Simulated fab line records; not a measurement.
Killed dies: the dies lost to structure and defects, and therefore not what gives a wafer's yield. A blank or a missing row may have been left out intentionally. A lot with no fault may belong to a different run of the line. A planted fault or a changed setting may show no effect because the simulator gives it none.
One fault through the eyes of 2 desks || flow sky130 || each desk holds nothing but its own numbers, with what lay behind them at the end

FOR THE TOOL OWNER'S DESK: lpcvd-02
The tool's own readings at SKY_SPACER_CVD_00 (deposits Si3N4 from DCS/NH3, target thk 43.1 nm, time 740 s): means of the sampled wafers that have a number, for each lot that ran on this tool. Any lot whose mean is over 4 standard deviations away from the usual mean is out of limits and marked OUT; that distance is given in the brackets.
Columns: A = spike tc bottom C at SKY_SPACER_CVD_00, usual 792.7 C; B = spike tc centre C at SKY_SPACER_CVD_00, usual 770.1 C; C = spike tc lower C at SKY_SPACER_CVD_00, usual 771.2 C; D = spike tc top C at SKY_SPACER_CVD_00, usual 784.6 C; E = spike tc upper C at SKY_SPACER_CVD_00, usual 768.7 C; F = susceptor temp C at SKY_SPACER_CVD_00, usual 770.0 C
{"lot": "L625", "first seen here": "day 23 03:16", "A": 792.5, "B": 769.8, "C": 770.5, "D": 785.2, "E": 767.5, "F": 769.9}
{"lot": "L627", "first seen here": "day 24 00:08", "A": 791.9, "B": 769.7, "C": 771.0, "D": 786.7, "E": 768.7, "F": 769.8}
{"lot": "L628", "first seen here": "day 24 16:10", "A": 794.7, "B": 771.0, "C": 770.5, "D": 780.7, "E": 770.4, "F": 769.9}
{"lot": "L630", "first seen here": "day 24 21:10", "A": 791.7, "B": 770.3, "C": 771.6, "D": 784.8, "E": 768.7, "F": 770.1}
{"lot": "L632", "first seen here": "day 25 20:52", "A": 792.3, "B": 770.4, "C": 771.0, "D": 785.8, "E": 769.2, "F": 770.1}
{"lot": "L634", "first seen here": "day 26 22:48", "A": 792.7, "B": 769.9, "C": 770.5, "D": 785.3, "E": 768.1, "F": 770.3}
{"lot": "L635", "first seen here": "day 27 05:48", "A": 793.4, "B": 770.5, "C": 771.7, "D": 786.2, "E": 768.1, "F": 770.1}
{"lot": "L638", "first seen here": "day 27 21:50", "A": 792.4, "B": 770.2, "C": 770.7, "D": 784.9, "E": 768.6, "F": 770.3}
{"lot": "L639", "first seen here": "day 28 16:05", "A": 795.1, "B": 771.4, "C": 771.3, "D": 781.0, "E": 770.7, "F": 769.5}
{"lot": "L647", "first seen here": "day 30 17:40", "A": "801.7 (+7.5) OUT", "B": "779.6 (+9.5) OUT", "C": "779.5 (+8.3) OUT", "D": "794.1 (+5.0) OUT", "E": "777.3 (+6.1) OUT", "F": "779.4 (+29) OUT"}
{"lot": "L648", "first seen here": "day 30 18:52", "A": "802.4 (+8.1) OUT", "B": "779.1 (+9.0) OUT", "C": "781.3 (+10) OUT", "D": "794.5 (+5.2) OUT", "E": "777.5 (+6.3) OUT", "F": "779.5 (+30) OUT"}
Finding of this desk: L647, L648 out of limits; the first was L647 at day 30 17:40, on spike tc bottom C at SKY_SPACER_CVD_00. L625, L627, L628, L630, L632, L634, L635, L638, L639: within limits.

METROLOGY DESK
Lot by lot, what the gauges showed, no matter which tool ran the lot: averages of those sampled wafers that carry a number. Any lot whose mean is over 4 standard deviations away from the usual mean is out of limits and marked OUT; that distance is given in the brackets.
Columns: A = NWELL_00_OVL at SKY_NWELL_OVL_MEAS_10, usual -0.1 nm; B = SPACER_CVD_00_THK at SKY_SPACER_THK_MEAS_01, usual 43.0 nm; C = LI_CONTACT_HDPCVD_THK at SKY_LI_CONTACT_THK_MEAS_01, usual 929 nm
{"lot": "L625", "first seen here": "day 4 15:17", "A": -0.8, "B": 42.9, "C": 917}
{"lot": "L627", "first seen here": "day 5 03:44", "A": -1.2, "B": 43.7, "C": 922}
{"lot": "L628", "first seen here": "day 5 11:20", "A": 0.6, "B": 43.5, "C": 924}
{"lot": "L630", "first seen here": "day 5 18:37", "A": 1.8, "B": 42.6, "C": 922}
{"lot": "L632", "first seen here": "day 6 05:47", "A": -1.2, "B": 42.9, "C": 930}
{"lot": "L634", "first seen here": "day 7 00:05", "A": -0.4, "B": 42.6, "C": 928}
{"lot": "L635", "first seen here": "day 7 03:17", "A": 1.6, "B": 42.6, "C": 936}
{"lot": "L638", "first seen here": "day 7 17:41", "A": -0.8, "B": 43.6, "C": 934}
{"lot": "L639", "first seen here": "day 7 22:26", "A": -0.1, "B": 42.6, "C": 920}
{"lot": "L647", "first seen here": "day 9 22:17", "A": -3.1, "B": "50.9 (+18) OUT", "C": 936}
{"lot": "L648", "first seen here": "day 10 02:02", "A": 1.2, "B": "50.8 (+18) OUT", "C": 931}
Finding of this desk: L647, L648 out of limits, first seen on L647 at day 30 18:52 (SPACER_CVD_00_THK at SKY_SPACER_THK_MEAS_01). L625, L627, L628, L630, L632, L634, L635, L638, L639: within limits.

TAKEN TOGETHER
An alarm could have come from the tool owner's desk at day 30 17:40, on L647, L648.
Metrology desk: alarm possible at day 30 18:52 on L647, L648.
Of the lots named, all ran SKY_SPACER_CVD_00 on lpcvd-02.

WHAT HAD BEEN PUT IN BY THE SIMULATOR
lpcvd-02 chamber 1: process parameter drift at SKY_SPACER_CVD_00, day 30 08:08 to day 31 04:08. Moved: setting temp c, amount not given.
Struck lots among those shown: L647, L648.
Hours from the fault's start to each desk's first reading out of limits: the tool owner's desk, 10; the metrology desk, 11.
